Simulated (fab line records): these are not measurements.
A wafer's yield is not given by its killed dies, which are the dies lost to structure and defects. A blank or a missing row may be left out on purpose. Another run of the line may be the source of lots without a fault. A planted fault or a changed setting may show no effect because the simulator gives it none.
Comparing a struck lot with a sound one | flow sky130 | 15 out of 708 route steps
Sound: wafers L374.1, L374.4, L374.5. Wafers L362.1, L362.4, L362.6 were the ones struck. At the end, the cause is stated.
Order at every step that has rows: each side's tool, ch and its chambers, its first start. Under that, the readings that differ: sound wafers | struck wafers | difference of the means | sigmas: that difference in standard deviations of wafers without a fault.
alike: a reading whose means differ by less than 2 such deviations, as well as words and numbers matching on both sides. not compared: withheld readings; readings where some wafer has no value; bounds like >300 that might hide an equal value; numbers whose values overlap and for which the record gives no deviation.
A row with sigmas, a row that says differs or no value, or rows on one side alone: a step with any of these is where the two part. Numbers that have no deviation but don't overlap get no sigmas and don't part them. Lack of a reading on every wafer of one side parts them only where that side has two or more wafers.

first, 3 steps without rows for these wafers: SKY_METAL2_EXPOSE_12 (exposes mask MM2, target cd 140 nm); SKY_METAL2_PEB_13; SKY_METAL2_DEVELOP_14 (develop time 60 s).
SKY_METAL2_CD_MEAS_15: target cd 140 nm.
  sound on cd-sem-01 at day 39 19:13; struck on cd-sem-02 at day 36 06:08
  reading    | sound             | struck            | difference | sigmas
  cd-nm (nm) | 135.9 136.6 137.7 | 141.5 141.3 141.9 | +4.8       | +3
SKY_METAL2_OVL_MEAS_16:
  sound on overlay-01 at day 39 19:20; struck on overlay-02 at day 36 06:15
  alike: METAL2_OVL
SKY_METAL2_DESCUM_17: chemistry O2, time 8 s.
  sound on rie-metal-04 ch 0,1, day 39 19:22; struck on rie-metal-03 ch 0,1, day 36 06:17
  alike: drypump-motor-current-A, he-backside-leak-sccm, oes-product-au
  not compared: rf-hours-counter-h
SKY_METAL2_ETCH_18: etches BARC in N2/H2, stops on SiO2, time 45.9 s, target depth 60 nm.
  sound on rie-metal-04 ch 0,1, day 39 19:24; struck on rie-metal-03 ch 0,1, day 36 06:19
  alike: drypump-motor-current-A, he-backside-leak-sccm, oes-product-au, throttle-valve-pct
  not compared: rf-hours-counter-h
SKY_METAL2_METAL_ETCH_19: etches the open film in Cl2/BCl3, stops on SiO2, target depth 360 nm, time 78 s.
  sound on rie-metal-04 ch 0,1, day 39 19:28; struck on rie-metal-03 ch 0,1, day 36 06:23
  alike: drypump-motor-current-A, he-backside-leak-sccm, oes-product-au, throttle-valve-pct
  not compared: rf-hours-counter-h
SKY_METAL2_STRIP_20: strips in O2/N2.
  sound on plasma-asher-02 ch 0,1, day 39 19:33; struck on plasma-asher-01 ch 0,1, day 36 06:28
  alike: drypump-motor-current-A, oes-product-au, strip-time-to-endpoint-s
  not compared: rf-hours-counter-h
then, 3 steps without rows for these wafers: SKY_METAL2_STRIP_21 (strips in post etch residue remover, time 1200 s); SKY_METAL2_CLEAN_22 (cleans in IPA, time 180 s); SKY_METAL2_CLEAN_23 (cleans in O3/DIW).
SKY_VIA2_HDPCVD_00: deposits SiO2, target thk 1180 nm, time 196.7 s.
  sound on hdpcvd-02 ch 0,1,2, day 39 20:09; struck on hdpcvd-02 ch 0,1, day 36 07:21
SKY_VIA2_THK_MEAS_01:
  sound on film-metro-04 at day 39 20:16; struck on film-metro-02 at day 36 07:43
  reading              | sound          | struck         | difference | sigmas
  VIA2_HDPCVD_THK (nm) | 1164 1162 1181 | 2348 2386 2326 | +1184      | +70
SKY_PAD_OPEN_PROBE_99:
  the record has rows for the sound wafers here (prober-01, day 49 09:21) and none for the struck ones

## WHERE THEY PART
Earliest at SKY_METAL2_CD_MEAS_15; latest, in this record, at SKY_PAD_OPEN_PROBE_99.

WHY: what the simulator had put in
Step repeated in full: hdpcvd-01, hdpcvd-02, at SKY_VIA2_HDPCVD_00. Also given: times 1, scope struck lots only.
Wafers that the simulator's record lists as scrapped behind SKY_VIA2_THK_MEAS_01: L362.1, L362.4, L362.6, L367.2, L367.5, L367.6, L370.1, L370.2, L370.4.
